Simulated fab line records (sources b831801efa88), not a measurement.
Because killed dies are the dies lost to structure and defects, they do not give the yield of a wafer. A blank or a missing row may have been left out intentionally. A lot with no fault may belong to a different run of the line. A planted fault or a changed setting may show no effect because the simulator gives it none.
Chamber matching	flow sky130	4 sister chambers for SKY_FIELD_ISO_ETCH_14 on rieDiel-03
The step etches BARC in N2/H2, stops on SiO2, time 45.9 s, target depth 60 nm. 4 wafers are shown with their chamber, then 7 later ones without.

WAFERS, EACH WITH ITS CHAMBER
wafer	chamber	drypumpMotorCurrentA (A)
L517.5	3	5.6
L518.4	1	6.2
L520.1	0	5.8
L520.4	2	4.7

WAFERS MISSING THEIR CHAMBER
wafer	drypumpMotorCurrentA (A)
L520.5	6.2
L524.1	4.7
L524.2	5.6
L524.6	4.8
L525.1	5.6
L525.2	4.8
L525.6	5.6

WHICH CHAMBER EACH WENT THROUGH
wafer	from the rows above	in truth
L520.5	1	1
L524.1	2	2
L524.2	3	3
L524.6	2	2
L525.1	3	3
L525.2	2	2
L525.6	3	3
7 of 7 placed correctly. Left unplaced by these rows: 0. Wrongly placed: 0.
How it was worked out, from the rows above alone: a wafer's distance from a chamber is the root of the sum, over the readings, of the square of ((its reading less the chamber's mean) divided by the reading's scatter). The wafer belongs to the nearest chamber; if the next one is less than 2 further off, it can't be placed. The mean given for a chamber averages the wafers shown for that chamber. The scatter: root of mean squared gap, hidden wafer to nearest shown wafer, with one shown wafer a chamber.
